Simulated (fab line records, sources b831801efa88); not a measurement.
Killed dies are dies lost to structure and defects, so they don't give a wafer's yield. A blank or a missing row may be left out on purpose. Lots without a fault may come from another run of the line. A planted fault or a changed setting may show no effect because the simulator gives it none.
fab line records | flow sky130
record lots=14 wafers=40 last_day=50
route steps=708 shown CONTACT@431 VIA1@460 PAD_OPEN@708
lots that met no fault: from a run of the same line without faults
start_h: hours from the record's first day to the start of the lot's first wafer shown | wait_h: hours since the lot's step before | " the same as in the row above | L1.1+2: a row that stands for several wafers | - no value, or no start given | * or withheld: withheld | < > ~ a bound
route shown NAME@n: a module of which the file shows steps, and the number in the route of the first | usual: mean/standard deviation of fault-free wafers | same: alike in all rows | chamber/n: place in a boat | sites: the reading at each site | _std_site: their standard deviation | _edge_site: outer sites' mean less inner sites' | radius_mm: how far each site lies from the wafer's centre | mask NAME#n: copy n | behind: the tool/chamber that last shaped the wafer | hold: why the lot was held/for how many hours/how that ended | device: the transistor (n, p or np) that didn't switch | end of line: the same wafers' tests at the end of the route | a step without rows: its recipe alone | killed: dies lost to structure and defects at the first sort, not the wafer's yield | map: a wafer's dies, x killed, . not, _ none there
set.NAME: the setting as run; set.NAME@STEP: as run at that earlier step | model.NAME: the simulator's own value behind a step, which no gauge read
steps of the route over a sample of lots; a table a step, a row a wafer
services: from which hour (start_h, from the record's first day; less than 0 if before it) a tool's chamber was out of use, for how many hours, and why
## steps
# step SKY_CONTACT_RS_MEAS_25
# recipe thk_meas_gauge=four-point-probe reads=W_of_CONTACT_CVD_24+TiN_of_CONTACT_SPUTTER_23
# usual CONTACT_W_RS=0.339/0.0035
# columns lot.wafer tool chamber start_h wait_h CONTACT_W_RS[ohm/sq]
L549.1 film_metro-03 - 741.84 0.1 0.337
L549.5 " - " " 0.336
L549.6 " - " " 0.336
L551.2 film_metro-03 - 748.53 0.1 0.340
L551.3 " - " " 0.345
L551.4 " - " " 0.333
L550.4 film_metro-01 - 749.35 0.1 0.341
L550.5 " - " " 0.340
L550.6 " - " " 0.342
L552.3 film_metro-01 - 755.19 0.1 0.336
L552.5 " - " " 0.342
L552.6 " - " " 0.337
L553.3 film_metro-04 - 773.20 0.1 0.338
L553.4 " - " " 0.339
L553.5 " - " " 0.340
L559.1 film_metro-01 - 810.85 0.1 0.343
L559.3 " - " " 0.342
L559.6 " - " " 0.344
L561.4 film_metro-01 - 830.83 0.1 0.339
L567.1 film_metro-01 - 878.20 0.1 0.341
L567.3 " - " " 0.341
L567.5 " - " " 0.339
L566.1 film_metro-04 - 894.17 0.1 0.339
L566.3 " - " " 0.337
L566.5 " - " " 0.340
L569.3 film_metro-03 - 894.98 0.1 0.345
L569.5 " - " " 0.345
L569.6 " - " " 0.342
L568.1 film_metro-04 - 895.32 0.1 0.343
L568.3 " - " " 0.340
L568.5 " - " " 0.342
L571.3 film_metro-04 - 900.98 0.1 0.339
L571.4 " - " " 0.346
L571.5 " - " " 0.337
L570.2 film_metro-04 - 901.46 0.1 0.339
L570.4 " - " " 0.341
L570.6 " - " " 0.334
L572.1 film_metro-01 - 906.69 0.1 0.337
L572.4 " - " " 0.336
L572.5 " - " " 0.337
# step SKY_CONTACT_CMP_27
# recipe stop_on=SiO2 t_overpolish_s=15 down_force_psi=3.5 platen_rpm=60 target_thk_nm=0 pad_velocity_m_s=0.94248
# usual motor_current_A=11.4/1.4 overpolish_run_s=15.000/0.0092 platen_rpm=60.00/0.037 time_to_endpoint_s=80.4/2.8
# columns lot.wafer tool chamber start_h wait_h motor_current_A overpolish_run_s platen_rpm time_to_endpoint_s
L549.1 cmp-02 3 742.17 0.2 10.3 14.997 59.99 85.6
L549.6 " 0 " " 13.0 15.002 60.03 84.8
L549.5 " 1 " " 9.8 14.981 60.11 85.8
L551.3 cmp-01 2 748.69 0.0 11.3 14.998 60.04 81.3
L551.4 " 0 " " 12.2 14.996 60.03 81.5
L551.2 " 1 " " 12.5 14.994 60.00 76.2
L550.4 cmp-02 0 749.52 0.1 12.8 15.008 59.98 81.4
L550.5 " 3 " " 10.3 15.015 59.98 82.4
L550.6 " 0 " " 12.5 14.983 59.96 78.4
L552.3 cmp-01 1 755.43 0.1 11.5 15.003 59.99 80.8
L552.6 " 3 " " 13.2 14.995 60.04 81.1
L552.5 " 0 " " 12.1 15.006 60.05 81.3
L553.4 cmp-02 2 773.44 0.1 9.9 14.984 59.97 79.4
L553.3 " 3 " " 10.0 15.014 59.97 79.2
L553.5 " 0 " " 12.5 15.003 60.02 75.9
L559.3 cmp-01 2 811.40 0.4 11.8 15.003 60.05 83.3
L559.1 " 1 " " 11.4 15.004 59.97 73.8
L559.6 " 2 " " 11.4 15.010 60.04 83.7
L561.4 cmp-01 2 831.05 0.1 11.4 14.990 59.97 82.7
L567.1 cmp-02 1 878.38 0.1 10.3 15.010 60.02 77.3
L567.3 " 3 " " 10.2 15.017 60.00 76.6
L567.5 " 1 " " 9.5 15.017 60.05 78.6
L566.1 cmp-01 2 894.40 0.1 11.1 14.985 60.02 83.4
L566.3 " 0 " " 11.7 15.001 60.04 82.5
L566.5 " 2 " " 11.4 15.002 60.04 81.8
L569.3 cmp-02 3 895.12 0.0 10.1 15.008 60.01 78.0
L569.6 " 3 " " 10.1 15.016 59.94 81.8
L569.5 " 0 " " 13.0 15.005 60.04 77.2
L568.1 cmp-02 3 895.50 0.1 10.0 14.997 59.99 80.3
L568.3 " 2 " " 9.2 15.005 59.98 77.8
L568.5 " 0 " " 12.2 15.033 60.06 76.9
L571.3 cmp-01 1 901.12 0.0 12.2 15.000 59.99 78.3
L571.4 " 3 " " 13.0 15.011 60.05 80.0
L571.5 " 1 " " 12.8 15.001 59.94 79.8
L570.2 cmp-01 0 901.62 0.0 11.7 15.031 60.03 80.7
L570.4 " 1 " " 11.7 14.996 60.00 77.4
L570.6 " 1 " " 11.7 14.996 59.99 82.2
L572.1 cmp-01 2 906.97 0.1 11.7 14.991 60.03 85.6
L572.4 " 3 " " 13.5 14.995 59.99 82.0
L572.5 " 0 " " 11.1 14.991 59.98 85.0
# step SKY_VIA1_CMP_02
# recipe material=SiO2 down_force_psi=4 platen_rpm=60 pad_velocity_m_s=0.94248
# usual motor_current_A=12.4/1.6 platen_rpm=60.00/0.037
# columns lot.wafer tool chamber start_h wait_h motor_current_A platen_rpm
L549.1 cmp-01 0 770.01 0.1 13.0 60.06
L549.6 " 0 " " 13.2 60.03
L549.5 " 1 " " 13.5 60.07
L551.2 cmp-01 0 777.06 0.0 12.9 59.96
L551.3 " 1 " " 13.6 60.01
L551.4 " 2 " " 12.2 59.92
L550.4 cmp-02 3 778.31 0.1 11.2 59.97
L550.6 " 1 " " 10.4 59.97
L550.5 " 2 " " 9.6 60.03
L552.3 cmp-01 3 783.32 0.0 13.8 59.99
L552.5 " 3 " " 14.2 60.01
L552.6 " 0 " " 12.5 60.00
L553.3 cmp-01 2 801.82 0.0 12.4 59.99
L553.4 " 0 " " 12.9 60.08
L553.5 " 3 " " 14.2 59.94
L559.3 cmp-01 0 839.03 0.1 12.5 60.01
L559.1 " 3 " " 14.5 59.99
L559.6 " 1 " " 13.4 53.96
L561.4 cmp-01 1 859.31 0.0 13.5 54.00
L567.3 cmp-02 3 905.15 0.0 11.1 60.04
L567.1 " 1 " " 10.5 60.02
L567.5 " 0 " " 13.7 60.04
L566.1 cmp-02 0 921.32 0.1 14.4 60.01
L566.3 " 3 " " 10.9 59.93
L566.5 " 0 " " 14.0 60.05
L569.3 cmp-02 2 921.80 0.2 10.1 59.98
L569.5 " 3 " " 11.3 60.01
L569.6 " 0 " " 14.5 60.05
L568.3 cmp-01 1 923.19 0.1 14.2 60.03
L568.1 " 2 " " 12.7 59.96
L568.5 " 0 " " 12.3 59.95
L571.3 cmp-01 3 927.39 0.0 14.6 59.98
L571.4 " 2 " " 11.9 59.94
L571.5 " 3 " " 14.9 59.99
L570.4 cmp-02 0 928.84 0.0 13.7 60.00
L570.2 " 1 " " 10.5 60.01
L570.6 " 1 " " 10.6 59.98
L572.4 cmp-02 2 933.10 0.0 10.3 59.97
L572.1 " 0 " " 13.8 60.01
L572.5 " 3 " " 10.7 60.06
# step SKY_VIA1_CD_MEAS_12
# recipe target_cd_nm=150
# usual cd_nm=150.0/1.7
# columns lot.wafer tool chamber start_h wait_h cd_nm
L549.1 cd_sem-01 - 796.06 - 149.7
L549.5 " - " " 149.1
L549.6 " - " " 147.7
L551.2 cd_sem-02 - 803.86 - 149.9
L551.3 " - " " 149.5
L551.4 " - " " 149.8
L550.4 cd_sem-01 - 804.25 - 147.0
L550.5 " - " " 146.2
L550.6 " - " " 147.3
L552.3 cd_sem-01 - 809.60 - 148.9
L552.5 " - " " 149.4
L552.6 " - " " 148.5
L553.3 cd_sem-01 - 828.95 - 146.9
L553.4 " - " " 148.3
L553.5 " - " " 149.5
L559.1 cd_sem-02 - 865.11 - 152.3
L559.3 " - " " 153.1
L559.6 " - " " 153.2
L561.4 cd_sem-02 - 884.92 - 148.1
L567.1 cd_sem-02 - 930.61 - 149.3
L567.3 " - " " 150.2
L567.5 " - " " 151.0
L566.1 cd_sem-01 - 946.22 - 152.9
L566.3 " - " " 152.9
L566.5 " - " " 153.0
L569.3 cd_sem-02 - 947.21 - 149.5
L569.5 " - " " 150.8
L569.6 " - " " 148.9
L568.1 cd_sem-02 - 948.47 - 148.9
L568.3 " - " " 151.6
L568.5 " - " " 149.5
L571.3 cd_sem-01 - 953.01 - 149.5
L571.4 " - " " 151.0
L571.5 " - " " 151.3
L570.2 cd_sem-02 - 953.81 - 152.4
L570.4 " - " " 152.5
L570.6 " - " " 152.3
L572.1 cd_sem-02 - 958.42 - 150.0
L572.4 " - " " 149.2
L572.5 " - " " 150.0
# step SKY_PAD_OPEN_PROBE_99
# usual killed_at_M0_to_M3=44/6.3 killed_at_M4_up=2.8/1.7 killed_at_contacts=25/5.8 killed_at_front_end=14/4.4 killed_at_other=0.3/0.49 killed_dies=86/8.7 killed_open=48/5.8 killed_short=38/6
# same gross_dies=492 killed_at_back_side=0
# columns lot.wafer tool chamber start_h wait_h killed_at_M0_to_M3 killed_at_M4_up killed_at_contacts killed_at_front_end killed_at_other killed_dies killed_open killed_short
L549.1 prober-02 - 1076.75 0.1 46 3 23 18 0 90 51 39
L549.5 prober-02 - 1076.95 0.2 42 2 24 10 0 78 43 35
L549.6 prober-02 - 1077.00 0.2 54 6 24 26 0 110 60 50
L551.2 prober-01 - 1084.89 0.1 37 1 31 19 0 88 45 43
L551.3 prober-01 - 1084.94 0.2 46 2 27 15 0 90 50 40
L551.4 prober-01 - 1084.99 0.2 38 5 28 16 0 87 43 44
L550.4 prober-02 - 1086.49 0.2 47 3 32 13 0 95 53 42
L550.5 prober-02 - 1086.54 0.2 41 0 24 16 0 81 44 37
L550.6 prober-02 - 1086.59 0.2 50 3 23 17 1 94 51 43
L552.3 prober-01 - 1092.46 0.2 48 1 25 13 0 87 48 39
L552.5 prober-01 - 1092.56 0.2 40 2 32 10 0 84 45 39
L552.6 prober-01 - 1092.61 0.2 50 7 16 12 0 85 44 41
L553.3 prober-02 - 1102.60 0.2 48 0 19 15 0 82 48 34
L553.4 prober-02 - 1102.65 0.2 59 3 27 10 1 100 62 38
L553.5 prober-02 - 1102.70 0.2 39 2 23 15 0 79 38 41
L559.1 prober-02 - 1132.06 0.1 42 3 23 12 1 81 43 38
L559.3 prober-02 - 1132.16 0.2 49 3 24 14 1 91 52 39
L559.6 prober-02 - 1132.31 0.2 38 2 22 16 0 78 42 36
L561.4 prober-02 - 1146.91 0.2 44 1 20 11 0 76 35 41
L567.1 prober-01 - 1181.38 0.1 44 2 21 23 0 90 54 36
L567.3 prober-01 - 1181.48 0.2 38 4 26 7 0 75 43 32
L567.5 prober-01 - 1181.58 0.2 42 5 29 12 0 88 52 36
L566.1 prober-02 - 1189.69 0.1 47 2 19 15 0 83 46 37
L566.3 prober-02 - 1189.79 0.2 46 3 30 10 0 89 49 40
L566.5 prober-02 - 1189.89 0.2 39 3 24 17 0 83 52 31
L569.3 prober-01 - 1190.39 0.2 50 4 30 9 1 94 49 45
L569.5 prober-01 - 1190.49 0.2 48 2 26 21 0 97 52 45
L569.6 prober-01 - 1190.54 0.2 34 3 23 11 0 71 39 32
L568.1 prober-02 - 1192.77 0.1 46 5 27 12 0 90 47 43
L568.3 prober-02 - 1192.87 0.2 59 3 20 9 3 94 49 45
L568.5 prober-02 - 1192.97 0.2 49 1 21 20 0 91 49 42
L571.3 prober-01 - 1195.25 0.2 40 2 21 9 0 72 39 33
L571.4 prober-01 - 1195.30 0.2 43 5 19 15 0 82 45 37
L571.5 prober-01 - 1195.35 0.2 34 3 29 18 0 84 48 36
L570.2 prober-02 - 1195.51 0.1 44 1 27 18 1 91 55 36
L570.4 prober-02 - 1195.61 0.2 37 1 33 19 1 91 48 43
L570.6 prober-02 - 1195.71 0.2 50 2 17 13 0 82 46 36
L572.1 prober-01 - 1196.65 0.1 48 2 26 20 0 96 47 49
L572.4 prober-01 - 1196.80 0.2 39 4 16 11 0 70 39 31
L572.5 prober-01 - 1196.85 0.2 47 1 24 14 1 87 48 39
# killed by level:class
L549.1 CONTACT:geometric_particle:open=10 VIA1:geometric_particle:open=10 METAL2:geometric_particle:short=9 METAL1:geometric_particle:short=8 POLY_GATE:geometric_particle:open=7 VIA1:geometric_particle:short=5 CONTACT:geometric_particle:short=4 LI_CONTACT:geometric_particle:open=4
L549.5 CONTACT:geometric_particle:open=10 METAL2:geometric_particle:short=8 VIA1:geometric_particle:open=7 VIA2:geometric_particle:open=7 LOCAL_INTERCONNECT:geometric_particle:short=6 VIA3:geometric_particle:open=6 POLY_GATE:geometric_particle:short=5 LI_CONTACT:geometric_particle:open=5
L549.6 FIELD_ISO:geometric_particle:open=10 VIA1:geometric_particle:short=10 VIA3:geometric_particle:open=9 CONTACT:geometric_particle:open=8 VIA1:geometric_particle:open=8 METAL2:geometric_particle:short=7 VIA2:geometric_particle:open=6 CONTACT:geometric_particle:short=6
L551.2 CONTACT:geometric_particle:open=12 METAL2:geometric_particle:short=8 FIELD_ISO:geometric_particle:open=7 LI_CONTACT:geometric_particle:open=7 CONTACT:geometric_particle:short=6 VIA1:geometric_particle:short=6 VIA1:geometric_particle:open=6 VIA3:geometric_particle:open=5
L551.3 LI_CONTACT:geometric_particle:open=8 VIA3:geometric_particle:open=8 VIA1:geometric_particle:open=7 CONTACT:geometric_particle:open=7 VIA2:geometric_particle:open=7 CONTACT:geometric_particle:short=6 VIA3:geometric_particle:short=5 VIA1:geometric_particle:short=5
L551.4 CONTACT:geometric_particle:open=13 METAL2:geometric_particle:short=10 FIELD_ISO:geometric_particle:open=6 VIA1:geometric_particle:open=6 METAL3:geometric_particle:short=5 METAL4:geometric_particle:short=5 LI_CONTACT:geometric_particle:open=4 CONTACT:geometric_particle:short=4
L550.4 CONTACT:geometric_particle:open=14 VIA1:geometric_particle:open=12 METAL1:geometric_particle:short=10 VIA1:geometric_particle:short=7 LI_CONTACT:geometric_particle:open=7 CONTACT:geometric_particle:short=6 POLY_GATE:geometric_particle:short=5 VIA2:geometric_particle:open=4
L550.5 VIA1:geometric_particle:open=13 LI_CONTACT:geometric_particle:open=9 VIA1:geometric_particle:short=8 VIA3:geometric_particle:open=6 POLY_GATE:geometric_particle:short=5 CONTACT:geometric_particle:open=5 POLY_GATE:geometric_particle:open=4 LOCAL_INTERCONNECT:geometric_particle:short=4
L550.6 CONTACT:geometric_particle:open=11 VIA1:geometric_particle:open=8 FIELD_ISO:geometric_particle:short=7 METAL1:geometric_particle:short=7 VIA3:geometric_particle:open=6 VIA1:geometric_particle:short=6 VIA2:geometric_particle:open=6 LI_CONTACT:geometric_particle:open=5
L552.3 CONTACT:geometric_particle:open=13 METAL1:geometric_particle:short=9 VIA1:geometric_particle:open=7 VIA2:geometric_particle:open=7 VIA3:geometric_particle:open=6 VIA1:geometric_particle:short=6 LI_CONTACT:geometric_particle:open=5 CONTACT:geometric_particle:short=4
L552.5 CONTACT:geometric_particle:open=12 VIA1:geometric_particle:open=10 LOCAL_INTERCONNECT:geometric_particle:short=9 CONTACT:geometric_particle:short=8 POLY_GATE:geometric_particle:open=5 VIA3:geometric_particle:open=5 METAL2:geometric_particle:short=4 METAL3:geometric_particle:open=4
L552.6 METAL1:geometric_particle:short=9 VIA1:geometric_particle:open=8 VIA3:geometric_particle:open=8 FIELD_ISO:geometric_particle:open=6 CONTACT:geometric_particle:open=6 VIA2:geometric_particle:short=6 METAL4:geometric_particle:short=5 LI_CONTACT:geometric_particle:open=4
L553.3 VIA1:geometric_particle:open=11 CONTACT:geometric_particle:open=8 VIA2:geometric_particle:open=7 VIA3:geometric_particle:open=7 VIA1:geometric_particle:short=6 METAL2:geometric_particle:short=5 POLY_GATE:geometric_particle:short=5 LI_CONTACT:geometric_particle:open=5
L553.4 VIA1:geometric_particle:open=20 LI_CONTACT:geometric_particle:open=9 CONTACT:geometric_particle:open=9 METAL1:geometric_particle:short=9 VIA3:geometric_particle:open=8 VIA2:geometric_particle:open=7 POLY_GATE:geometric_particle:short=5 CONTACT:geometric_particle:short=5
L553.5 VIA1:geometric_particle:short=8 CONTACT:geometric_particle:open=8 CONTACT:geometric_particle:short=6 METAL3:geometric_particle:short=6 LI_CONTACT:geometric_particle:open=5 VIA1:geometric_particle:open=5 VIA2:geometric_particle:open=5 VIA3:geometric_particle:open=5
L559.1 VIA1:geometric_particle:open=15 CONTACT:geometric_particle:open=7 METAL2:geometric_particle:short=6 VIA2:geometric_particle:open=6 LI_CONTACT:geometric_particle:open=5 LOCAL_INTERCONNECT:geometric_particle:short=5 VIA1:geometric_particle:short=5 LI_CONTACT:geometric_particle:short=4
L559.3 VIA1:geometric_particle:open=12 CONTACT:geometric_particle:open=11 VIA1:geometric_particle:short=7 LI_CONTACT:geometric_particle:open=6 METAL3:geometric_particle:short=6 METAL2:geometric_particle:short=6 POLY_GATE:geometric_particle:open=4 VIA3:geometric_particle:open=4
L559.6 CONTACT:geometric_particle:open=9 VIA2:geometric_particle:open=7 VIA1:geometric_particle:open=6 METAL2:geometric_particle:short=6 POLY_GATE:geometric_particle:short=5 LI_CONTACT:geometric_particle:open=5 VIA1:geometric_particle:short=5 METAL1:geometric_particle:short=4
L561.4 VIA1:geometric_particle:open=9 METAL2:geometric_particle:short=8 CONTACT:geometric_particle:open=7 CONTACT:geometric_particle:short=5 VIA2:geometric_particle:open=5 LI_CONTACT:geometric_particle:open=4 METAL1:geometric_particle:short=4 VIA1:geometric_particle:short=4
L567.1 CONTACT:geometric_particle:open=9 VIA2:geometric_particle:open=9 FIELD_ISO:geometric_particle:open=8 VIA1:geometric_particle:open=8 METAL1:geometric_particle:short=6 POLY_GATE:geometric_particle:open=5 LI_CONTACT:geometric_particle:open=5 VIA3:geometric_particle:open=4
L567.3 CONTACT:geometric_particle:open=10 VIA2:geometric_particle:open=9 LI_CONTACT:geometric_particle:open=8 VIA3:geometric_particle:open=8 CONTACT:geometric_particle:short=6 METAL1:geometric_particle:short=5 METAL4:geometric_particle:short=4 VIA1:geometric_particle:open=3
L567.5 CONTACT:geometric_particle:open=11 LI_CONTACT:geometric_particle:open=9 VIA1:geometric_particle:open=8 VIA1:geometric_particle:short=7 CONTACT:geometric_particle:short=6 VIA3:geometric_particle:open=6 VIA2:geometric_particle:open=6 METAL1:geometric_particle:short=5
L566.1 VIA1:geometric_particle:open=11 METAL1:geometric_particle:short=9 LI_CONTACT:geometric_particle:open=8 VIA3:geometric_particle:open=7 POLY_GATE:geometric_particle:short=6 VIA2:geometric_particle:open=6 LOCAL_INTERCONNECT:geometric_particle:short=4 CONTACT:geometric_particle:open=4
L566.3 CONTACT:geometric_particle:open=13 VIA1:geometric_particle:open=10 METAL2:geometric_particle:short=8 VIA2:geometric_particle:open=8 LI_CONTACT:geometric_particle:open=6 LOCAL_INTERCONNECT:geometric_particle:short=6 CONTACT:geometric_particle:short=5 VIA1:geometric_particle:short=5
L566.5 LI_CONTACT:geometric_particle:open=10 CONTACT:geometric_particle:open=8 VIA1:geometric_particle:open=7 METAL2:geometric_particle:short=6 FIELD_ISO:geometric_particle:open=5 VIA1:geometric_particle:short=5 VIA2:geometric_particle:open=5 VIA3:geometric_particle:open=5
L569.3 CONTACT:geometric_particle:open=12 VIA1:geometric_particle:open=10 VIA1:geometric_particle:short=8 CONTACT:geometric_particle:short=8 VIA3:geometric_particle:open=8 METAL1:geometric_particle:short=7 LI_CONTACT:geometric_particle:open=5 METAL1:geometric_particle:open=5
L569.5 CONTACT:geometric_particle:open=11 VIA1:geometric_particle:open=9 VIA2:geometric_particle:open=8 FIELD_ISO:geometric_particle:short=7 METAL1:geometric_particle:short=6 VIA3:geometric_particle:open=6 LI_CONTACT:geometric_particle:open=5 LOCAL_INTERCONNECT:geometric_particle:short=5
L569.6 LI_CONTACT:geometric_particle:open=8 CONTACT:geometric_particle:open=6 VIA1:geometric_particle:short=6 POLY_GATE:geometric_particle:short=5 VIA1:geometric_particle:open=5 VIA2:geometric_particle:open=5 VIA3:geometric_particle:open=4 LOCAL_INTERCONNECT:geometric_particle:short=3
L568.1 CONTACT:geometric_particle:open=9 VIA2:geometric_particle:open=9 VIA1:geometric_particle:open=8 LOCAL_INTERCONNECT:geometric_particle:short=7 METAL1:geometric_particle:short=6 LI_CONTACT:geometric_particle:open=6 FIELD_ISO:geometric_particle:open=5 POLY_GATE:geometric_particle:short=5
L568.3 VIA1:geometric_particle:open=13 METAL1:geometric_particle:short=8 VIA2:geometric_particle:open=8 VIA3:geometric_particle:open=8 VIA1:geometric_particle:short=6 CONTACT:geometric_particle:open=5 METAL2:geometric_particle:short=5 POLY_GATE:geometric_particle:short=4
L568.5 VIA3:geometric_particle:open=10 FIELD_ISO:geometric_particle:open=7 LI_CONTACT:geometric_particle:open=7 VIA1:geometric_particle:open=7 FIELD_ISO:geometric_particle:short=6 VIA2:geometric_particle:open=6 VIA1:geometric_particle:short=6 CONTACT:geometric_particle:short=5
L571.3 VIA1:geometric_particle:open=11 LI_CONTACT:geometric_particle:open=8 CONTACT:geometric_particle:open=7 VIA3:geometric_particle:open=6 POLY_GATE:geometric_particle:short=5 METAL1:geometric_particle:short=5 METAL2:geometric_particle:short=5 VIA2:geometric_particle:open=4
L571.4 VIA1:geometric_particle:open=15 CONTACT:geometric_particle:short=6 VIA3:geometric_particle:open=6 POLY_GATE:geometric_particle:open=5 VIA1:geometric_particle:short=5 LI_CONTACT:geometric_particle:open=4 VIA2:geometric_particle:open=4 VIA3:geometric_particle:short=4
L571.5 CONTACT:geometric_particle:open=9 LI_CONTACT:geometric_particle:open=8 VIA1:geometric_particle:open=7 VIA3:geometric_particle:open=7 FIELD_ISO:geometric_particle:open=5 LOCAL_INTERCONNECT:geometric_particle:short=5 CONTACT:geometric_particle:short=5 VIA2:geometric_particle:open=5
L570.2 CONTACT:geometric_particle:open=17 VIA1:geometric_particle:open=12 POLY_GATE:geometric_particle:short=8 LI_CONTACT:geometric_particle:open=6 VIA2:geometric_particle:open=6 VIA3:geometric_particle:short=6 FIELD_ISO:geometric_particle:open=5 METAL3:geometric_particle:short=5
L570.4 VIA1:geometric_particle:open=14 CONTACT:geometric_particle:open=12 LI_CONTACT:geometric_particle:open=8 LOCAL_INTERCONNECT:geometric_particle:short=7 POLY_GATE:geometric_particle:short=5 VIA1:geometric_particle:short=5 METAL3:geometric_particle:short=5 VIA3:geometric_particle:open=5
L570.6 VIA1:geometric_particle:open=15 CONTACT:geometric_particle:open=7 METAL1:geometric_particle:short=7 VIA2:geometric_particle:open=7 VIA3:geometric_particle:open=6 CONTACT:geometric_particle:short=5 FIELD_ISO:geometric_particle:open=4 VIA1:geometric_particle:short=4
L572.1 METAL1:geometric_particle:short=10 VIA1:geometric_particle:open=10 CONTACT:geometric_particle:open=9 CONTACT:geometric_particle:short=7 LI_CONTACT:geometric_particle:open=6 VIA1:geometric_particle:short=6 METAL2:geometric_particle:short=6 FIELD_ISO:geometric_particle:open=4
L572.4 VIA1:geometric_particle:open=14 CONTACT:geometric_particle:open=6 POLY_GATE:geometric_particle:open=5 CONTACT:geometric_particle:short=5 METAL1:geometric_particle:short=5 METAL2:geometric_particle:short=5 VIA2:geometric_particle:open=4 VIA3:geometric_particle:open=4
L572.5 CONTACT:geometric_particle:open=13 VIA1:geometric_particle:open=9 VIA1:geometric_particle:short=8 POLY_GATE:geometric_particle:short=6 LI_CONTACT:geometric_particle:open=6 METAL1:geometric_particle:short=5 METAL1:geometric_particle:open=4 POLY_GATE:geometric_particle:open=3
## services
# columns tool chamber start_h hours kind
cmp-02 - 731.60 1.8 repair
cmp-02 - 740.97 0.5 repair
cmp-02 - 742.34 1.3 repair
cmp-02 - 744.00 4.0 pm
cmp-02 - 748.00 - consumable_replace:conditioner
cmp-02 - 748.00 - consumable_replace:pad
cmp-02 - 756.15 2.8 repair
cmp-01 - 787.13 6.0 repair
cmp-02 - 809.96 1.1 repair
cmp-02 - 834.17 0.7 repair
cmp-02 - 864.27 1.7 repair
cmp-01 - 874.33 4.6 pm
cmp-02 - 898.17 2.1 repair
cmp-01 - 912.28 4.0 pm
cmp-01 - 916.28 - consumable_replace:conditioner
cmp-01 - 916.28 - consumable_replace:pad
cmp-01 - 917.64 2.4 repair
cmp-01 - 920.45 1.3 repair
cmp-01 - 932.30 0.8 repair
## key
first_sign step=SKY_VIA1_CMP_02 reading=platen_rpm direction=down sigmas=99+ usual=60.00 struck=53.98
effect none on later readings
met_at SKY_VIA1_CMP_02
struck_lots L559,L561
struck_wafers L559.6,L561.4
tester_left_out L561
not_acting_at SKY_CONTACT_RS_MEAS_25,SKY_CONTACT_CMP_27,SKY_VIA1_CD_MEAS_12
onset_between 777.06 839.03
earlier_fault kind=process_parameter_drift tool=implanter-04 chamber=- onset_h=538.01 steps=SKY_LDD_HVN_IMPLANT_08 channel=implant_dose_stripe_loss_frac offset=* shape=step end_h=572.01
fault kind=process_parameter_drift tool=cmp-01 chamber=1 onset_h=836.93 steps=SKY_VIA1_CMP_02 channel=platen_rpm offset=-6 shape=step end_h=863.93 acts_in=these_recipes_only stated=60
# tester_left_out: of these lots the tester's yield and bins aren't shown, on N5 and GAA mostly nor the transistor test; their killed dies are dies lost to structure and defects alone, not to doping, threshold or leakage, so they don't give the yield
